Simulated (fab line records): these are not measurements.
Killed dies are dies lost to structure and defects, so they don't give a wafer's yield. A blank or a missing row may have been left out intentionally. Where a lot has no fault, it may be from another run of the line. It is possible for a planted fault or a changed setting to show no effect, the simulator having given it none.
A struck lot beside a sound one | flow sky130 | 43 out of 708 route steps
Sound: the wafers L378.2, L378.3, L378.4. The struck wafers were L365.1, L365.2, L365.5. The cause is named last.
Per side, at each step with rows, come the tool, then ch with its chambers, and then its first start. Under that, the readings that differ: sound wafers | struck wafers | difference of the means | sigmas: that difference in standard deviations of wafers without a fault.
alike: a reading whose means differ by less than 2 such deviations, as well as words and numbers matching on both sides. not compared: withheld readings; readings where some wafer has no value; bounds like >300 that might hide an equal value; numbers whose values overlap and for which the record gives no deviation.
A row with sigmas, a row that says differs or no value, or rows on one side alone: a step with any of these is where the two part. Non-overlapping numbers with no deviation appear without sigmas and do not part them. Lack of a reading on every wafer of one side parts them only where that side has two or more wafers.

first, 1 step without rows for these wafers: SKY_FIELD_ISO_CVD_03 (deposits Si3N4 from DCS/NH3, target thk 165 nm, time 2830 s).
SKY_FIELD_ISO_THK_MEAS_04:
  sound on film_metro-03 at day 4 16:55; struck on film_metro-01 at day 2 00:28
  reading                   | sound             | struck            | difference | sigmas
  FIELD_ISO_CVD_03_THK (nm) | 163.6 164.0 164.2 | 160.3 160.9 161.5 | -3.0       | -2
then, 8 steps without rows for these wafers: SKY_FIELD_ISO_DEHYDRATE_05 (time 60 s); SKY_FIELD_ISO_HMDS_06 (prime time 60 s); SKY_FIELD_ISO_COAT_07 (resist thk 60 nm); SKY_FIELD_ISO_COAT_08 (resist thk 450 nm); SKY_FIELD_ISO_SOFTBAKE_09 (time 90 s); SKY_FIELD_ISO_EXPOSE_10 (exposes mask FOM, target cd 150 nm); SKY_FIELD_ISO_PEB_11; SKY_FIELD_ISO_DEVELOP_12 (develop time 60 s).
SKY_FIELD_ISO_CD_MEAS_13 targets a cd of 150 nm.
  sound on cd_sem-01 at day 5 10:43; struck on cd_sem-01 at day 2 15:32
  alike: cd_nm
SKY_FIELD_ISO_ETCH_14: etches BARC in N2/H2, stops on SiO2, time 45.9 s, target depth 60 nm.
  sound on rie_diel-01 ch 0,1,3, day 5 10:49; struck on rie_diel-02 ch 0,3, day 2 15:40
  alike: drypump_motor_current_A, oes_product_au, throttle_valve_pct
  not compared: rf_hours_counter_h
SKY_FIELD_ISO_ETCH_15: etches the open film in CHF3/O2, stops on Si, target depth 180 nm, time 72 s.
  sound on rie_diel-01 ch 0,1,3, day 5 10:51; struck on rie_diel-02 ch 0,3, day 2 15:42
  alike: O2_flow_sccm, drypump_motor_current_A, oes_product_au, throttle_valve_pct
  not compared: rf_hours_counter_h
SKY_FIELD_ISO_STRIP_16: strips in O2/N2.
  sound on plasma_asher-02 ch 0,1, day 5 10:55; struck on plasma_asher-01 ch 0,1, day 2 15:46
  alike: drypump_motor_current_A, oes_product_au, strip_time_to_endpoint_s
  not compared: rf_hours_counter_h
SKY_FIELD_ISO_ETCH_17: etches Si in HBr/Cl2/O2, target depth 342 nm, time 97.7 s.
  sound on rie_si-02 ch 0,2,3, day 5 11:01; struck on rie_si-01 ch 0,3, day 2 15:52
  alike: O2_flow_sccm, drypump_motor_current_A, oes_product_au, throttle_valve_pct
  not compared: rf_hours_counter_h
then, 5 steps without rows for these wafers: SKY_FIELD_ISO_WET_ETCH_18 (etches Si3N4 in H3PO4, target depth 25 nm, time 286 s); SKY_FIELD_ISO_CLEAN_19 (cleans in SC1/SC2, time 150 s); SKY_FIELD_ISO_CLEAN_20 (cleans in dHF, time 20 s); SKY_FIELD_ISO_WET_ETCH_21 (etches SiO2 in dHF, target depth 20 nm, time 400 s); SKY_FIELD_ISO_OXIDATION_22 (stabilise 600 s, purge 300 s, target thk 10 nm).
SKY_FIELD_ISO_THK_MEAS_23:
  sound on film_metro-01 at day 5 12:32; struck on film_metro-01 at day 2 17:23
  reading                         | sound             | struck         | difference | sigmas
  FIELD_ISO_OXIDATION_01_THK (nm) | 10.38 10.36 10.16 | 9.91 9.99 9.86 | -0.38      | -2
then, 1 step without rows for these wafers: SKY_FIELD_ISO_CVD_24 (deposits SiO2, target thk 595 nm, time 99.2 s).
SKY_FIELD_ISO_THK_MEAS_25:
  sound on film_metro-03 at day 5 12:40; struck on film_metro-03 at day 2 17:32
  alike: FIELD_ISO_CVD_24_THK
then, 1 step without rows for these wafers: SKY_FIELD_ISO_ANNEAL_26 (time 1800 s).
SKY_FIELD_ISO_CMP_27: polishes, stops on Si3N4, t overpolish 16 s, target thk 457.8 nm.
  sound on cmp-02 ch 1,2,3, day 5 14:13; struck on cmp-01 ch 0,2,3, day 2 20:20
  alike: motor_current_A, overpolish_run_s, time_to_endpoint_s
then, 5 steps without rows for these wafers: SKY_FIELD_ISO_WET_ETCH_28 (etches SiO2 in dHF, target depth 23.7 nm, time 47 s); SKY_FIELD_ISO_WET_ETCH_29 (etches Si3N4 in H3PO4, target depth 160 nm, time 1825 s); SKY_FIELD_ISO_WET_ETCH_30 (etches SiO2 in dHF, target depth 25 nm, time 50 s); SKY_NWELL_CLEAN_00 (cleans in SC1/SC2, time 150 s); SKY_NWELL_OXIDATION_01 (stabilise 600 s, purge 300 s, target thk 10 nm).
SKY_NWELL_THK_MEAS_02:
  sound on film_metro-03 at day 5 16:32; struck on film_metro-04 at day 2 23:31
  alike: NWELL_OXIDATION_THK
then, 8 steps without rows for these wafers: SKY_DNWELL_DEHYDRATE_00 (time 60 s); SKY_DNWELL_HMDS_01 (prime time 60 s); SKY_DNWELL_COAT_02 (resist thk 3000 nm); SKY_DNWELL_SOFTBAKE_03; SKY_DNWELL_EXPOSE_04 (exposes mask DNM, target cd 3000 nm); SKY_DNWELL_PEB_05; SKY_DNWELL_DEVELOP_06 (develop time 60 s); SKY_DNWELL_IMPLANT_07.
SKY_DNWELL_STRIP_08: strips in O2/N2.
  sound on plasma_asher-03 ch 0,1, day 6 11:31; struck on plasma_asher-03 ch 0,1, day 3 14:40
  alike: drypump_motor_current_A, oes_product_au, strip_time_to_endpoint_s
  not compared: rf_hours_counter_h
SKY_DNWELL_TW_MEAS_09:
  sound on film_metro-01 at day 6 11:37; struck on film_metro-04 at day 3 14:46
  alike: DNWELL_TW
then, 1 step without rows for these wafers: SKY_PWDE_DEHYDRATE_00 (time 60 s).
-- the record jumps here: 43 days lie between the struck wafers' starts before and after (it left off in module PWDE and takes up again in module PAD_OPEN, whose first step shown is number 708 of the route) --
SKY_PAD_OPEN_PROBE_99:
  sound on prober-02 at day 49 05:40; struck on prober-02 at day 46 05:20
  reading             | sound    | struck      | difference | sigmas
  killed_at_front_end | 8 19 15  | 78 61 69    | +55        | +13
  killed_dies         | 63 92 76 | 141 129 132 | +57        | +6
  alike: killed_at_M0_to_M3, killed_at_M4_up, killed_at_contacts, killed_at_other, killed_open, killed_short

== WHERE THEY PART ==
First at SKY_FIELD_ISO_THK_MEAS_04; last, within this record, at SKY_PAD_OPEN_PROBE_99.

WHY: what had been put in by the simulator
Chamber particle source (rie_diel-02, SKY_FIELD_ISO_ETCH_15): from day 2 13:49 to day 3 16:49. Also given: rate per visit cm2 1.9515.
